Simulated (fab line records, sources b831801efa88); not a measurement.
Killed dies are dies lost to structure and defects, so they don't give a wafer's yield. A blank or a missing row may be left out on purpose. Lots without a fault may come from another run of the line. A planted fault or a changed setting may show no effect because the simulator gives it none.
A struck lot beside a sound one | flow sky130 | 17 steps out of a route of 708
Sound: wafers L686.1, L686.2, L686.6. Struck: wafers L687.3, L687.4, L687.5. The cause comes at the end.
At each step with rows: each side's tool, then ch and its chambers, then its first start. Under that, the readings that differ: sound wafers | struck wafers | difference of the means | sigmas: that difference in standard deviations of wafers without a fault.
alike: readings whose means differ by less than 2 such deviations, and words and numbers that are the same on both sides. not compared: withheld readings, readings that some wafer has no value for, bounds like >300 that may hide the same value, and numbers for which the record gives no deviation and whose values overlap.
The two part at a step that has a row with sigmas, a row that says differs or no value, or rows on one side only. Numbers that don't overlap but have no deviation are shown without sigmas and don't part them. A reading that every wafer of one side lacks parts them only if that side has two wafers or more.

first, 1 step without rows for these wafers: SKY_VT_ADJUST_NCORE_IMPLANT_09.
SKY_VT_ADJUST_NCORE_STRIP_10: strips in O2/N2.
  sound on plasma_asher-01 ch 0,1, day 10 04:14; struck on plasma_asher-01 ch 0,1, day 10 15:31
  reading                      | sound                | struck               | difference | sigmas
  strip_time_to_endpoint_s (s) | 14.322 14.384 14.318 | 14.281 14.243 14.239 | -0.087     | -3
  alike: drypump_motor_current_A, oes_product_au
  not compared: rf_hours_counter_h
SKY_VT_ADJUST_NCORE_TW_MEAS_11:
  sound on film_metro-02, day 10 04:20; struck on film_metro-01, day 10 15:36
  alike: VT_ADJUST_NCORE_TW
then, 7 steps without rows for these wafers: SKY_VT_ADJUST_HVTR_DEHYDRATE_00 (time 60 s); SKY_VT_ADJUST_HVTR_HMDS_01 (prime time 60 s); SKY_VT_ADJUST_HVTR_COAT_02 (resist thk 1140 nm); SKY_VT_ADJUST_HVTR_SOFTBAKE_03 (time 60 s); SKY_VT_ADJUST_HVTR_EXPOSE_04 (exposes mask HVTRM, target cd 380 nm); SKY_VT_ADJUST_HVTR_PEB_05; SKY_VT_ADJUST_HVTR_DEVELOP_06 (develop time 60 s).
SKY_VT_ADJUST_HVTR_CD_MEAS_07: target cd 380 nm.
  sound on cd_sem-01, day 11 02:57; struck on cd_sem-02, day 11 15:05
  alike: cd_nm
SKY_VT_ADJUST_HVTR_OVL_MEAS_08:
  sound on overlay-02, day 11 03:04; struck on overlay-01, day 11 15:10
  alike: VT_ADJUST_HVTR_OVL
SKY_VT_ADJUST_HVTR_IMPLANT_09:
  sound on implanter-01 ch 0, day 11 03:07; struck on implanter-03 ch 0, day 11 15:14
  reading            | sound                            | struck                          | difference | sigmas
  dose_ions_cm2      | 2.0992e+12 2.0978e+12 2.0965e+12 | 1.162e+12 1.1651e+12 1.1635e+12 | -9.343e+11 | -99 or more
  faraday_current_uA | 11.61 11.81 11.86                | 6.35 6.42 6.57                  | -5.31      | -23
  alike: end_station_pressure_torr
SKY_VT_ADJUST_HVTR_STRIP_10: strips in O2/N2.
  sound on plasma_asher-03 ch 0,1, day 11 03:16; struck on plasma_asher-04 ch 0,1, day 11 15:23
  alike: drypump_motor_current_A, oes_product_au, strip_time_to_endpoint_s
  not compared: rf_hours_counter_h
SKY_VT_ADJUST_HVTR_TW_MEAS_11:
  sound on film_metro-03, day 11 03:22; struck on film_metro-01, day 11 15:28
  reading           | sound             | struck            | difference | sigmas
  VT_ADJUST_HVTR_TW | 211.9 211.4 211.7 | 179.1 180.0 179.7 | -32.1      | -29
then, 1 step without rows for these wafers: SKY_VT_ADJUST_PCH_DEHYDRATE_00 (time 60 s).
-- the record jumps here: 36 days lie between the struck wafers' starts before and after (it left off in module VT_ADJUST_PCH and takes up again in module PAD_OPEN, whose first step shown is number 708 of the route) --
SKY_PAD_OPEN_PROBE_99:
  sound on prober-01, day 47 01:48; struck on prober-02, day 47 03:40
  reading                                  | sound                   | struck                  | difference | sigmas
  model.etest.pfet_01v8_mvt.drive_ua_um    | 157.7 157.3 160         | 137 134.8 136.3         | -22        |
  model.etest.pfet_01v8_mvt.off_log10_a_um | -10.6 -10.54 -10.58     | -12.35 -12.28 -12.39    | -1.77      |
  model.etest.pfet_01v8_mvt.vt_sat_v (V)   | -0.5704 -0.5566 -0.5549 | -0.6934 -0.6939 -0.6942 | -0.1332    |
  model.etest.pfet_01v8_mvt.vt_v (V)       | -0.6595 -0.6472 -0.646  | -0.7598 -0.7603 -0.7615 | -0.1096    |
  model.etest.pfet_01v8_mvt.vt_long_v (V)  | -0.8589 -0.857 -0.8524  | -0.9539 -0.955 -0.9592  | -0.0999    |
  alike: killed_at_M0_to_M3, killed_at_M4_up, killed_at_contacts, killed_at_front_end, killed_at_other, killed_dies, killed_open, killed_short

WHERE THEY PART
First at SKY_VT_ADJUST_NCORE_STRIP_10; last, within this record, at SKY_VT_ADJUST_HVTR_TW_MEAS_11. Later steps at which nothing parts them and some readings are alike: SKY_PAD_OPEN_PROBE_99.

WHY: what the simulator had put in
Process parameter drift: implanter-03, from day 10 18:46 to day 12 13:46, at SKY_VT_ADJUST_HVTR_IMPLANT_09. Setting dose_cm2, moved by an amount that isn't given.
